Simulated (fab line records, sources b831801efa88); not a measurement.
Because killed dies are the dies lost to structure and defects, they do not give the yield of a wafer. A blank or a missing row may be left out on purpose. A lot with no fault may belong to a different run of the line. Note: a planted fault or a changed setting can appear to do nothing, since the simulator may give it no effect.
fab line records	flow sky130
[record] lots = 24	wafers = 72	lastDay = 50
route steps=708 shown FIELD_ISO@26 VT_ADJUST_HVTR@142 VT_ADJUST_PCH@153 VIA2@521 CAP2M@617 VIA4@651
lots that met no fault: from a run of the same line without faults
startH: hours from the record's opening day to when the first of the lot's shown wafers began	waitH: hours from the lot's prior step to this one	" unchanged from the row above	L1.1+2: several wafers, shown together as one row	- no value present, or no start provided	* or withheld: withheld	< > ~ a bound
route shown NAME@n: names a module that has steps shown in the file, with the first one's number in the route	usual: mean/standard deviation taken from wafers without a fault	same: alike in all rows	chamber/n: place in a boat	sites: the reading at each site	_std_site: how widely they spread, as a standard deviation	_edge_site: the outer-site mean with the inner-site mean subtracted	radiusMm: how far each site lies from the wafer's centre	mask NAME#n: copy n	behind: the last tool/chamber to shape the wafer	hold: cause of the lot's hold/its duration in hours/its outcome	device: the n, p or np transistor that did not switch	end of line: at the end of the route, the tests of the same wafers	a step given without rows: its recipe and nothing more	killed: the dies lost at the first sort to structure and to defects; this is not the yield of the wafer	map: per-die view of a wafer (x killed, . not killed, _ where there is no die)
set.NAME: setting as actually run; set.NAME@STEP: the setting as run at that earlier step	model.NAME: the simulator's own value behind a step, which no gauge read
steps of the route over a sample of lots; a table a step, a row a wafer
services: a tool's chamber out of use, with start hour (startH, from the record's first day; less than 0 if before it), hours out, and reason
[[steps]]
[step SKY_FIELD_ISO_THK_MEAS_25]
[recipe] reads = SiO2_of_FIELD_ISO_CVD_24
[usual] FIELD_ISO_CVD_24_THK = 594/5.4
lot.wafer	tool	chamber	startH	waitH	FIELD_ISO_CVD_24_THK[nm]
L074.2	filmMetro-03	-	31.84	0.0	594
L074.3	"	-	"	"	592
L074.4	"	-	"	"	591
L075.4	filmMetro-03	-	37.41	0.0	600
L075.5	"	-	"	"	596
L075.6	"	-	"	"	593
L076.1	filmMetro-04	-	44.13	0.0	590
L076.2	"	-	"	"	589
L076.4	"	-	"	"	589
L077.1	filmMetro-03	-	49.70	0.0	594
L077.2	"	-	"	"	593
L077.5	"	-	"	"	594
L078.1	filmMetro-03	-	54.12	0.0	598
L078.2	"	-	"	"	600
L078.3	"	-	"	"	593
L079.2	filmMetro-03	-	58.40	0.0	594
L079.3	"	-	"	"	598
L079.6	"	-	"	"	605
L080.1	filmMetro-03	-	67.09	0.0	594
L080.3	"	-	"	"	588
L080.6	"	-	"	"	596
L081.4	filmMetro-04	-	68.07	0.0	592
L081.5	"	-	"	"	590
L081.6	"	-	"	"	590
L082.4	filmMetro-04	-	75.37	0.0	592
L082.5	"	-	"	"	587
L082.6	"	-	"	"	585
L083.1	filmMetro-03	-	79.44	0.0	595
L083.2	"	-	"	"	592
L083.3	"	-	"	"	592
L084.3	filmMetro-01	-	84.49	0.1	589
L084.5	"	-	"	"	597
L084.6	"	-	"	"	590
L085.1	filmMetro-01	-	88.83	0.0	593
L085.2	"	-	"	"	601
L085.5	"	-	"	"	600
L086.1	filmMetro-01	-	95.48	0.0	597
L086.2	"	-	"	"	590
L086.5	"	-	"	"	593
L087.3	filmMetro-03	-	99.34	0.1	597
L087.4	"	-	"	"	591
L087.6	"	-	"	"	586
L088.2	filmMetro-03	-	105.57	0.0	587
L088.4	"	-	"	"	584
L088.6	"	-	"	"	586
L089.4	filmMetro-04	-	107.97	0.0	595
L089.5	"	-	"	"	593
L089.6	"	-	"	"	588
L090.1	filmMetro-03	-	116.70	0.0	594
L090.5	"	-	"	"	597
L090.6	"	-	"	"	597
L091.1	filmMetro-04	-	120.91	0.0	594
L091.4	"	-	"	"	595
L091.5	"	-	"	"	592
L092.1	filmMetro-01	-	127.47	0.0	603
L092.4	"	-	"	"	598
L092.5	"	-	"	"	597
L093.1	filmMetro-03	-	130.99	0.1	602
L093.4	"	-	"	"	597
L093.6	"	-	"	"	598
L094.1	filmMetro-04	-	137.91	0.1	600
L094.3	"	-	"	"	604
L094.4	"	-	"	"	598
L095.1	filmMetro-03	-	143.71	0.1	600
L095.3	"	-	"	"	601
L095.6	"	-	"	"	595
L096.1	filmMetro-04	-	148.06	0.0	592
L096.2	"	-	"	"	592
L096.3	"	-	"	"	593
L097.3	filmMetro-01	-	155.04	0.1	591
L097.4	"	-	"	"	587
L097.6	"	-	"	"	581
[step SKY_VT_ADJUST_HVTR_TW_MEAS_11]
[usual] VT_ADJUST_HVTR_TW = 213.2/1.4
lot.wafer	tool	chamber	startH	waitH	VT_ADJUST_HVTR_TW
L074.2	filmMetro-04	-	209.34	0.1	211.9
L074.3	"	-	"	"	210.7
L074.4	"	-	"	"	211.1
L075.4	filmMetro-03	-	212.67	0.1	212.9
L075.5	"	-	"	"	214.1
L075.6	"	-	"	"	213.9
L076.1	filmMetro-02	-	223.83	0.1	215.4
L076.2	"	-	"	"	215.3
L076.4	"	-	"	"	215.5
L077.1	filmMetro-03	-	225.63	0.1	213.1
L077.2	"	-	"	"	212.2
L077.5	"	-	"	"	212.9
L078.1	filmMetro-04	-	235.38	0.1	212.4
L078.2	"	-	"	"	212.6
L078.3	"	-	"	"	212.4
L079.2	filmMetro-04	-	241.49	0.1	212.3
L079.3	"	-	"	"	212.3
L079.6	"	-	"	"	212.3
L080.1	filmMetro-02	-	251.08	0.1	215.1
L080.3	"	-	"	"	214.8
L080.6	"	-	"	"	214.1
L081.4	filmMetro-04	-	254.02	0.1	211.6
L081.5	"	-	"	"	212.0
L081.6	"	-	"	"	212.8
L082.4	filmMetro-04	-	264.41	0.1	211.4
L082.5	"	-	"	"	210.2
L082.6	"	-	"	"	209.9
L083.1	filmMetro-02	-	269.64	0.1	215.5
L083.2	"	-	"	"	214.2
L083.3	"	-	"	"	214.3
L084.3	filmMetro-02	-	276.40	0.1	214.3
L084.5	"	-	"	"	213.6
L084.6	"	-	"	"	214.2
L085.1	filmMetro-04	-	282.03	0.1	210.4
L085.2	"	-	"	"	210.6
L085.5	"	-	"	"	210.8
L086.1	filmMetro-02	-	292.04	0.1	214.3
L086.2	"	-	"	"	214.0
L086.5	"	-	"	"	215.5
L087.3	filmMetro-02	-	297.10	0.1	214.3
L087.4	"	-	"	"	214.4
L087.6	"	-	"	"	213.9
L088.2	filmMetro-04	-	307.25	0.1	213.1
L088.4	"	-	"	"	212.5
L088.6	"	-	"	"	213.1
L089.4	filmMetro-04	-	311.51	0.1	213.8
L089.5	"	-	"	"	213.4
L089.6	"	-	"	"	213.2
L090.1	filmMetro-04	-	329.39	0.1	212.4
L090.5	"	-	"	"	213.0
L090.6	"	-	"	"	212.3
L091.1	filmMetro-02	-	332.13	0.1	213.4
L091.4	"	-	"	"	214.5
L091.5	"	-	"	"	214.2
L093.1	filmMetro-04	-	340.09	0.1	213.1
L093.4	"	-	"	"	212.1
L093.6	"	-	"	"	212.7
L092.1	filmMetro-04	-	340.93	0.1	213.9
L092.4	"	-	"	"	212.8
L092.5	"	-	"	"	212.4
L094.1	filmMetro-03	-	351.38	0.1	212.2
L094.3	"	-	"	"	213.2
L094.4	"	-	"	"	211.8
L095.1	filmMetro-02	-	363.57	0.1	214.1
L095.3	"	-	"	"	213.2
L095.6	"	-	"	"	213.5
L096.1	filmMetro-02	-	376.89	0.1	214.0
L096.2	"	-	"	"	214.9
L096.3	"	-	"	"	214.6
L097.3	filmMetro-02	-	387.25	0.1	214.0
L097.4	"	-	"	"	214.8
L097.6	"	-	"	"	215.5
[step SKY_VT_ADJUST_PCH_TW_MEAS_10]
[usual] VT_ADJUST_PCH_TW = 144.3/1.1
lot.wafer	tool	chamber	startH	waitH	VT_ADJUST_PCH_TW
L074.2	filmMetro-02	-	232.02	0.1	145.6
L074.3	"	-	"	"	145.9
L074.4	"	-	"	"	145.5
L075.4	filmMetro-02	-	235.44	0.1	145.1
L075.5	"	-	"	"	145.4
L075.6	"	-	"	"	145.1
L076.1	filmMetro-01	-	247.41	0.1	144.9
L076.2	"	-	"	"	144.8
L076.4	"	-	"	"	144.6
L077.1	filmMetro-03	-	248.31	0.1	142.6
L077.2	"	-	"	"	143.6
L077.5	"	-	"	"	142.9
L078.1	filmMetro-03	-	259.66	0.1	143.2
L078.2	"	-	"	"	143.0
L078.3	"	-	"	"	142.2
L079.2	filmMetro-02	-	264.97	0.1	145.1
L079.3	"	-	"	"	145.6
L079.6	"	-	"	"	145.5
L080.1	filmMetro-02	-	274.96	0.1	144.6
L080.3	"	-	"	"	145.2
L080.6	"	-	"	"	145.3
L081.4	filmMetro-03	-	278.44	0.1	142.8
L081.5	"	-	"	"	142.9
L081.6	"	-	"	"	142.9
L082.4	filmMetro-01	-	288.84	0.1	144.1
L082.5	"	-	"	"	143.8
L082.6	"	-	"	"	143.7
L083.1	filmMetro-01	-	293.96	0.1	144.4
L083.2	"	-	"	"	144.2
L083.3	"	-	"	"	144.5
L084.3	filmMetro-03	-	301.08	0.1	142.1
L084.5	"	-	"	"	142.9
L084.6	"	-	"	"	142.0
L085.1	filmMetro-02	-	305.86	0.1	144.5
L085.2	"	-	"	"	145.0
L085.5	"	-	"	"	144.7
L086.1	filmMetro-03	-	317.51	0.1	143.5
L086.2	"	-	"	"	143.2
L086.5	"	-	"	"	143.1
L087.3	filmMetro-03	-	322.68	0.1	143.4
L087.4	"	-	"	"	142.8
L087.6	"	-	"	"	142.9
L088.2	filmMetro-02	-	333.57	0.1	144.6
L088.4	"	-	"	"	143.9
L088.6	"	-	"	"	145.3
L089.4	filmMetro-01	-	338.14	0.1	144.9
L089.5	"	-	"	"	145.2
L089.6	"	-	"	"	145.0
L090.1	filmMetro-03	-	356.86	0.1	143.0
L090.5	"	-	"	"	142.3
L090.6	"	-	"	"	144.1
L091.1	filmMetro-01	-	359.61	0.1	145.6
L091.4	"	-	"	"	145.0
L091.5	"	-	"	"	144.2
L093.1	filmMetro-01	-	367.80	0.1	145.6
L093.4	"	-	"	"	145.4
L093.6	"	-	"	"	145.3
L092.1	filmMetro-03	-	369.05	0.1	143.4
L092.4	"	-	"	"	142.8
L092.5	"	-	"	"	143.8
L094.1	filmMetro-02	-	379.90	0.1	145.0
L094.3	"	-	"	"	145.1
L094.4	"	-	"	"	145.0
L095.1	filmMetro-01	-	392.28	0.1	145.0
L095.3	"	-	"	"	144.9
L095.6	"	-	"	"	144.7
L096.1	filmMetro-02	-	406.31	0.1	145.2
L096.2	"	-	"	"	145.5
L096.3	"	-	"	"	145.3
L097.3	filmMetro-02	-	416.87	0.1	145.7
L097.4	"	-	"	"	145.7
L097.6	"	-	"	"	144.7
[step SKY_VIA2_ETCH_14]
[recipe] chemistry = N2/H2	target = BARC	ionEnergyEv = 200	sourceW = 500	biasW = 100	pressureMtorr = 30	n2FlowSccm = 100	h2FlowSccm = 200	stopOn = SiO2	timeS = 45.9	targetDepthA = 600
[usual] drypumpMotorCurrentA = 5.7/0.47	oesProductAu = 0.854/0.0049	rfFwdPowerW = 495.1/1.9	throttleValvePct = 13.224/0.0098
[same] timeS = 45.9
lot.wafer	tool	chamber	startH	waitH	drypumpMotorCurrentA	oesProductAu	rfFwdPowerW	rfHoursCounterH	throttleValvePct
L075.4	rieDiel-03	0	861.69	0.0	5.8	0.865	495.3	18	13.222
L075.5	"	2	"	"	6.0	0.850	492.1	-	13.217
L075.6	"	3	"	"	6.5	0.859	494.6	-	13.229
L074.2	rieDiel-04	3	866.23	0.0	5.8	0.858	493.2	8	13.223
L074.3	"	0	"	"	5.8	0.854	492.2	16	13.234
L074.4	"	1	"	"	5.1	0.846	497.3	18	13.226
L076.1	rieDiel-03	0	875.88	0.0	5.8	0.856	494.8	18	13.221
L076.2	"	3	"	"	6.5	0.868	494.9	10	13.222
L076.4	"	1	"	"	5.0	0.847	497.3	20	13.232
L077.1	rieDiel-01	3	880.37	0.0	5.1	0.858	492.3	21	13.235
L077.2	"	0	"	"	5.8	0.853	495.6	10	13.209
L077.5	"	1	"	"	5.2	0.845	495.8	-	13.217
L078.1	rieDiel-04	0	887.68	0.0	5.8	0.852	495.2	17	13.214
L078.2	"	2	"	"	5.8	0.847	490.8	5	13.236
L078.3	"	3	"	"	5.8	0.851	494.0	9	13.214
L079.2	rieDiel-04	2	889.57	0.0	5.9	0.851	492.7	5	13.213
L079.3	"	3	"	"	5.9	0.855	496.2	9	13.215
L079.6	"	2	"	"	5.9	0.855	491.5	-	13.230
L080.1	rieDiel-04	3	901.67	0.0	5.8	0.857	495.5	9	13.225
L080.3	"	0	"	"	5.8	0.859	496.5	17	13.233
L080.6	"	2	"	"	5.9	0.861	489.9	-	13.208
L081.4	rieDiel-03	3	903.87	0.0	6.5	0.846	496.1	11	13.214
L081.5	"	0	"	"	5.8	0.857	495.9	-	13.230
L081.6	"	1	"	"	5.0	0.848	495.5	-	13.224
L082.4	rieDiel-03	3	911.98	0.0	6.5	0.855	494.5	11	13.219
L082.5	"	3	"	"	6.5	0.859	496.9	-	13.218
L082.6	"	0	"	"	5.8	0.853	492.8	-	13.222
L083.1	rieDiel-01	3	917.34	0.0	5.0	0.851	491.7	22	13.223
L083.2	"	0	"	"	5.8	0.851	492.3	12	13.228
L083.3	"	1	"	"	5.2	0.858	496.5	15	13.212
L084.3	rieDiel-01	3	923.42	0.0	5.0	0.865	494.3	23	13.206
L084.5	"	0	"	"	5.8	0.864	494.3	-	13.238
L084.6	"	1	"	"	5.2	0.856	497.1	-	13.222
L085.1	rieDiel-04	3	933.88	0.0	5.8	0.855	494.3	10	13.235
L085.2	"	2	"	"	5.8	0.853	494.0	6	13.223
L085.5	"	3	"	"	5.8	0.850	496.9	-	13.206
L086.1	rieDiel-01	3	939.29	0.0	5.1	0.850	492.1	23	13.221
L086.2	"	2	"	"	5.3	0.853	499.0	12	13.243
L086.5	"	0	"	"	5.8	0.845	496.2	-	13.243
L087.3	rieDiel-04	2	945.87	0.0	5.8	0.856	492.8	7	13.236
L087.4	"	0	"	"	5.8	0.854	497.0	18	13.223
L087.6	"	1	"	"	5.1	0.852	495.8	-	13.237
L088.2	rieDiel-03	0	957.52	0.0	5.8	0.854	494.8	20	13.250
L088.4	"	2	"	"	6.0	0.856	491.9	8	13.236
L088.6	"	3	"	"	6.5	0.848	495.9	-	13.217
L089.4	rieDiel-04	1	960.99	0.0	5.1	0.849	494.6	21	13.234
L089.5	"	2	"	"	5.8	0.844	493.5	-	13.233
L089.6	"	3	"	"	5.8	0.855	496.8	-	13.224
L090.1	rieDiel-03	0	973.79	0.0	5.8	0.855	495.6	21	13.221
L090.5	"	3	"	"	6.5	0.855	494.1	-	13.238
L090.6	"	0	"	"	5.8	0.854	493.6	-	13.217
L091.1	rieDiel-03	3	977.89	0.0	6.5	0.863	496.8	13	13.229
L091.4	"	2	"	"	6.0	0.846	495.9	9	13.216
L091.5	"	0	"	"	5.8	0.846	493.1	-	13.220
L093.1	rieDiel-04	0	982.08	0.0	5.8	0.857	495.0	19	13.224
L093.4	"	1	"	"	5.1	0.856	494.1	22	13.219
L093.6	"	1	"	"	5.1	0.861	492.6	-	13.211
L092.1	rieDiel-03	3	984.39	0.0	6.5	0.860	495.8	13	13.228
L092.4	"	0	"	"	5.8	0.858	492.3	21	13.231
L092.5	"	1	"	"	5.0	0.851	498.8	-	13.235
L094.1	rieDiel-03	0	989.42	0.0	5.8	0.851	491.6	21	13.227
L094.3	"	3	"	"	6.5	0.858	495.5	13	13.223
L094.4	"	1	"	"	4.9	0.865	496.6	23	13.219
L095.1	rieDiel-03	1	1003.99	0.0	5.0	0.852	497.5	23	13.234
L095.3	"	2	"	"	6.0	0.848	495.6	10	13.237
L095.6	"	0	"	"	5.8	0.856	496.4	-	13.219
L096.1	rieDiel-03	3	1012.38	0.0	6.5	0.861	494.9	14	13.212
L096.2	"	1	"	"	5.0	0.852	498.6	24	13.214
L096.3	"	0	"	"	5.8	0.856	495.6	22	13.222
L097.3	rieDiel-01	2	1021.64	0.0	5.3	0.859	497.6	15	13.214
L097.4	"	3	"	"	5.1	0.859	491.2	26	13.216
L097.6	"	0	"	"	5.8	0.851	496.7	-	13.241
[step SKY_CAP2M_STRIP_14]
[recipe] chemistry = O2/N2	powerW = 1400	pressureMtorr = 1500	platenTempC = withheld	o2FlowSccm = 3000	n2FlowSccm = 300	overashFraction = 0.5
[usual] drypumpMotorCurrentA = 5.73/0.17	oesProductAu = 0.710/0.0044	stripTimeToEndpointS = 12.65/0.05
lot.wafer	tool	chamber	startH	waitH	drypumpMotorCurrentA	oesProductAu	rfHoursCounterH	stripTimeToEndpointS
L075.4	plasmaAsher-02	0	967.33	0.1	5.62	0.715	-	12.67
L075.5	"	0	"	"	5.60	0.705	-	12.68
L075.6	"	1	"	"	5.86	0.712	-	12.70
L074.2	plasmaAsher-04	0	971.03	0.1	5.76	0.714	114	12.70
L074.3	"	0	"	"	5.75	0.711	-	12.73
L074.4	"	1	"	"	5.86	0.710	-	12.71
L076.1	plasmaAsher-04	1	980.28	0.1	5.88	0.716	115	12.70
L076.2	"	0	"	"	5.73	0.706	115	12.71
L076.4	"	1	"	"	5.88	0.705	-	12.69
L077.1	plasmaAsher-03	1	985.23	0.1	5.38	0.717	23	12.59
L077.2	"	0	"	"	5.86	0.709	23	12.66
L077.5	"	1	"	"	5.39	0.699	-	12.63
L078.1	plasmaAsher-02	0	991.25	0.1	5.63	0.716	85	12.68
L078.2	"	1	"	"	5.89	0.709	85	12.70
L078.3	"	0	"	"	5.62	0.705	-	12.70
L079.2	plasmaAsher-03	0	993.43	0.1	5.88	0.708	23	12.66
L079.3	"	0	"	"	5.89	0.713	-	12.65
L079.6	"	0	"	"	5.85	0.712	-	12.66
L080.1	plasmaAsher-04	1	1004.60	0.1	5.87	0.709	117	12.60
L080.3	"	0	"	"	5.76	0.712	-	12.61
L080.6	"	1	"	"	5.88	0.710	-	12.63
L081.4	plasmaAsher-04	1	1006.12	0.1	5.87	0.705	-	12.61
L081.5	"	0	"	"	5.75	0.710	-	12.66
L081.6	"	1	"	"	5.87	0.702	-	12.64
L082.4	plasmaAsher-02	1	1013.97	0.1	5.88	0.709	-	12.63
L082.5	"	1	"	"	5.87	0.714	-	12.68
L082.6	"	0	"	"	5.60	0.713	-	12.64
L083.1	plasmaAsher-02	0	1019.98	0.1	5.62	0.714	87	12.73
L083.2	"	1	"	"	5.88	0.709	87	12.67
L083.3	"	0	"	"	5.61	0.706	-	12.69
L084.3	plasmaAsher-02	1	1024.97	0.1	5.86	0.716	-	12.59
L084.5	"	0	"	"	5.64	0.709	-	12.62
L084.6	"	1	"	"	5.84	0.711	-	12.63
L085.1	plasmaAsher-03	0	1034.25	0.1	5.90	0.707	28	12.60
L085.2	"	1	"	"	5.39	0.711	28	12.61
L085.5	"	0	"	"	5.85	0.709	-	12.61
L086.1	plasmaAsher-02	0	1038.18	0.1	5.61	0.706	89	12.64
L086.2	"	1	"	"	5.87	0.710	89	12.71
L086.5	"	1	"	"	5.88	0.709	-	12.69
L087.3	plasmaAsher-02	0	1044.83	0.1	5.62	0.713	-	12.69
L087.4	"	1	"	"	5.84	0.708	-	12.67
L087.6	"	1	"	"	5.86	0.719	-	12.69
L088.2	plasmaAsher-03	0	1056.54	0.1	5.81	0.718	30	12.72
L088.4	"	0	"	"	5.83	0.710	-	12.69
L088.6	"	1	"	"	5.39	0.706	-	12.70
L089.4	plasmaAsher-02	1	1058.02	0.1	5.88	0.715	-	12.58
L089.5	"	0	"	"	5.61	0.710	-	12.62
L089.6	"	1	"	"	5.89	0.706	-	12.59
L090.1	plasmaAsher-02	0	1070.16	0.1	5.61	0.715	92	12.57
L090.5	"	0	"	"	5.61	0.707	-	12.53
L090.6	"	1	"	"	5.89	0.704	-	12.54
L091.1	plasmaAsher-02	0	1073.84	0.1	5.59	0.713	93	12.62
L091.4	"	1	"	"	5.87	0.713	-	12.59
L091.5	"	1	"	"	5.89	0.704	-	12.60
L093.1	plasmaAsher-02	1	1078.23	0.1	5.88	0.709	93	12.59
L093.4	"	1	"	"	5.87	0.704	-	12.60
L093.6	"	0	"	"	5.63	0.711	-	12.57
L092.1	plasmaAsher-04	1	1080.00	0.1	5.86	0.714	1	12.59
L092.4	"	0	"	"	5.75	0.708	-	12.57
L092.5	"	1	"	"	5.87	0.704	-	12.64
L094.1	plasmaAsher-03	1	1085.20	0.1	5.40	0.707	33	12.63
L094.3	"	0	"	"	5.87	0.706	-	12.56
L094.4	"	1	"	"	5.39	0.714	-	12.59
L095.1	plasmaAsher-03	0	1098.36	0.1	5.81	0.707	34	12.67
L095.3	"	1	"	"	5.36	0.717	-	12.59
L095.6	"	0	"	"	5.82	0.711	-	12.62
L096.1	plasmaAsher-03	1	1105.71	0.1	5.44	0.710	35	12.69
L096.2	"	0	"	"	5.85	0.704	35	12.63
L096.3	"	0	"	"	5.88	0.709	-	12.70
L097.3	plasmaAsher-04	1	1113.11	0.1	5.86	0.702	-	12.75
L097.4	"	0	"	"	5.75	0.708	-	12.74
L097.6	"	1	"	"	5.88	0.705	-	12.71
[step SKY_VIA4_ETCH_12]
[recipe] target = SiO2	chemistry = C4F8/O2/Ar	stopOn = TiN	maskMaterial = NOVOLAK	sourceW = 1500	biasW = 1200	pressureMtorr = 40	c4f8FlowSccm = withheld	O2_flow_sccm = 6	Ar_flow_sccm = 300	timeS = withheld	targetDepthA = 5800
[usual] oesProductAu = 0.926/0.0046	rfFwdPowerW = 1493/5.1
lot.wafer	tool	chamber	startH	waitH	oesProductAu	rfFwdPowerW
L075.4	rieDiel-01	3	1016.61	0.0	0.929	1491
L075.5	"	2	"	"	0.925	1496
L075.6	"	3	"	"	0.930	1481
L074.2	rieDiel-03	0	1019.91	0.0	0.919	1500
L074.3	"	2	"	"	0.925	1487
L074.4	"	3	"	"	0.927	1494
L076.1	rieDiel-03	2	1027.92	0.0	0.926	1491
L076.2	"	3	"	"	0.922	1492
L076.4	"	0	"	"	0.927	1486
L077.1	rieDiel-03	0	1033.31	0.0	0.923	1490
L077.2	"	3	"	"	0.929	1494
L077.5	"	3	"	"	0.925	1489
L078.1	rieDiel-04	1	1039.17	0.0	0.921	1494
L078.2	"	2	"	"	0.921	1490
L078.3	"	3	"	"	0.931	1489
L079.2	rieDiel-01	3	1042.11	0.0	0.933	1485
L079.3	"	2	"	"	0.926	1501
L079.6	"	3	"	"	0.924	1488
L080.1	rieDiel-04	1	1051.26	0.0	0.923	1488
L080.3	"	2	"	"	0.924	1487
L080.6	"	0	"	"	0.931	1497
L081.4	rieDiel-01	3	1052.07	0.0	0.911	1489
L081.5	"	3	"	"	0.924	1494
L081.6	"	0	"	"	0.928	1493
L082.4	rieDiel-03	3	1059.77	0.0	0.921	1499
L082.5	"	1	"	"	0.935	1490
L082.6	"	2	"	"	0.930	1488
L083.1	rieDiel-01	2	1067.17	0.0	0.930	1501
L083.2	"	3	"	"	0.924	1486
L083.3	"	0	"	"	0.933	1491
L084.3	rieDiel-03	3	1070.91	0.0	0.928	1491
L084.5	"	3	"	"	0.931	1490
L084.6	"	2	"	"	0.930	1492
L085.1	rieDiel-01	1	1080.11	0.0	0.925	1497
L085.2	"	3	"	"	0.928	1487
L085.5	"	0	"	"	0.929	1504
L086.1	rieDiel-04	0	1082.36	0.0	0.930	1490
L086.2	"	1	"	"	0.921	1490
L086.5	"	1	"	"	0.924	1487
L087.3	rieDiel-01	3	1089.31	0.0	0.931	1494
L087.4	"	1	"	"	0.927	1496
L087.6	"	2	"	"	0.927	1504
L088.2	rieDiel-04	2	1101.66	0.0	0.933	1491
L088.4	"	1	"	"	0.930	1487
L088.6	"	2	"	"	0.923	1489
L089.4	rieDiel-04	3	1107.96	0.0	0.931	1488
L089.5	"	1	"	"	0.932	1491
L089.6	"	0	"	"	0.931	1487
L090.1	rieDiel-03	3	1113.57	0.0	0.921	1489
L090.5	"	1	"	"	0.924	1501
L090.6	"	0	"	"	0.927	1492
L091.1	rieDiel-03	0	1117.21	0.0	0.932	1492
L091.4	"	1	"	"	0.931	1493
L091.5	"	0	"	"	0.921	1489
L093.1	rieDiel-01	3	1121.76	0.0	0.928	1498
L093.4	"	1	"	"	0.913	1497
L093.6	"	2	"	"	0.917	1498
L092.1	rieDiel-01	2	1123.86	0.0	0.925	1493
L092.4	"	0	"	"	0.931	1488
L092.5	"	1	"	"	0.922	1495
L094.1	rieDiel-01	3	1127.21	0.0	0.924	1494
L094.3	"	2	"	"	0.922	1497
L094.4	"	1	"	"	0.923	1497
L095.1	rieDiel-01	3	1139.36	0.0	0.926	1483
L095.3	"	1	"	"	0.927	1497
L095.6	"	3	"	"	0.933	1489
L096.1	rieDiel-03	2	1146.72	0.0	0.922	1483
L096.2	"	1	"	"	0.930	1494
L096.3	"	3	"	"	0.927	1498
L097.3	rieDiel-01	1	1153.36	0.0	0.925	1498
L097.4	"	0	"	"	0.927	1488
L097.6	"	0	"	"	0.925	1482
[[services]]
tool	chamber	startH	hours	kind
plasmaAsher-02	-	840.58	9.4	pm
plasmaAsher-04	-	860.76	4.6	repair
rieDiel-01	2	879.06	41.8	repair
rieDiel-03	3	879.25	3.4	repair
rieDiel-03	-	893.42	2.8	pm
plasmaAsher-04	-	899.08	2.8	pm
rieDiel-01	3	918.33	4.6	repair
rieDiel-01	2	940.84	7.3	repair
plasmaAsher-03	-	949.05	14.6	pm
rieDiel-01	1	969.33	19.9	repair
plasmaAsher-02	-	1001.02	6.4	repair
rieDiel-03	3	1003.14	3.2	repair
rieDiel-03	1	1024.11	-	clean
rieDiel-03	1	1024.11	16.4	scheduledDown
rieDiel-01	-	1028.10	4.2	repair
rieDiel-01	1	1053.00	20.2	repair
plasmaAsher-04	-	1055.25	9.0	pm
rieDiel-01	-	1056.77	2.8	pm
rieDiel-04	3	1062.01	1.8	repair
rieDiel-04	3	1066.56	6.9	repair
plasmaAsher-02	-	1081.60	10.9	repair
plasmaAsher-02	-	1094.85	2.6	repair
plasmaAsher-04	-	1094.92	4.0	repair
rieDiel-03	2	1115.20	13.1	repair
[[key]]
fault none
